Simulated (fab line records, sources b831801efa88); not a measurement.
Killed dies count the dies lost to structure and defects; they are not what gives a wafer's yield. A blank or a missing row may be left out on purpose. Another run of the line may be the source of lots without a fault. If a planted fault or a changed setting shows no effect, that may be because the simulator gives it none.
Comparing a struck lot with a sound one -- flow sky130 -- 14 out of 708 route steps
Sound: these wafers, L326.4, L326.5, L326.6. Wafers struck: L343.2, L343.4, L343.6. The cause is named last.
Order at every step that has rows: each side's tool, ch and its chambers, its first start. Under that, the readings that differ: sound wafers -- struck wafers -- difference of the means -- sigmas: that difference in standard deviations of wafers without a fault.
alike: same words and numbers on both sides, and readings whose means sit less than 2 such deviations apart. not compared: any withheld reading, any reading some wafer has no value for, any bound like >300 that may hide the same value, and any number with overlapping values for which the record gives no deviation.
The two part at a step that has a row with sigmas, a row that says differs or no value, or rows on one side only. Non-overlapping numbers with no deviation appear without sigmas and do not part them. A reading missing from all wafers of one side parts the sides only when that side holds two or more wafers.

SKY_METAL1_SPUTTER_02: material AlCu, target thk 250 nm, time 13.3 s.
  sound on pvd_sputter-04 at day 31 06:11; struck on pvd_sputter-03 at day 36 23:15
  alike: throttle_valve_pct
SKY_METAL1_SPUTTER_03: material Ti, target thk 5 nm, time 3.3 s.
  sound on pvd_sputter-04 at day 31 06:13; struck on pvd_sputter-03 at day 36 23:16
  alike: throttle_valve_pct
SKY_METAL1_SPUTTER_04: material TiN, target thk 70 nm, time 58.3 s.
  sound on pvd_sputter-04 at day 31 06:13; struck on pvd_sputter-03 at day 36 23:17
  alike: throttle_valve_pct
SKY_METAL1_RS_MEAS_05: uses a four-point probe to measure.
  sound on film_metro-03 at day 31 06:20; struck on film_metro-03 at day 36 23:22
  alike: METAL1_ALCU_RS
SKY_METAL1_THK_MEAS_06: measures by xrf.
  sound on film_metro-03 at day 31 06:25; struck on film_metro-03 at day 36 23:28
  alike: METAL1_ALCU_THK
then, 7 steps without rows for these wafers: SKY_METAL1_DEHYDRATE_07 (time 60 s); SKY_METAL1_HMDS_08 (prime time 60 s); SKY_METAL1_COAT_09 (resist thk 60 nm); SKY_METAL1_COAT_10 (resist thk 450 nm); SKY_METAL1_SOFTBAKE_11 (time 90 s); SKY_METAL1_EXPOSE_12 (exposes mask MM1, target cd 140 nm); SKY_METAL1_PEB_13.
SKY_METAL1_DEVELOP_14: develop time 60 s.
  sound on litho_track-02 ch 0, day 32 09:00; struck on litho_track-04, day 38 00:00
  no value came back on the struck wafers for chill_plate_temp_C (C), develop_time_s (s), exhaust_pa (Pa); on the sound wafers chill_plate_temp_C (C) reads 22.90 22.96 23.05
reading,sound,struck,difference,sigmas
model.KrF-thick_of_METAL1_COAT_10.thk_nm (nm),436.2 436.4 437.5,451.7 451.9 451.8,+15.1,
SKY_METAL1_CD_MEAS_15: target cd 140 nm.
  sound on cd_sem-02 at day 32 10:03; struck on cd_sem-01 at day 38 00:48
reading,sound,struck,difference,sigmas
cd_nm (nm),139.2 138.9 137.9,- - -,no value on the struck wafers,

## WHERE THEY PART
Earliest at SKY_METAL1_DEVELOP_14; latest, in this record, at SKY_METAL1_CD_MEAS_15.

WHY: the cause the simulator had injected
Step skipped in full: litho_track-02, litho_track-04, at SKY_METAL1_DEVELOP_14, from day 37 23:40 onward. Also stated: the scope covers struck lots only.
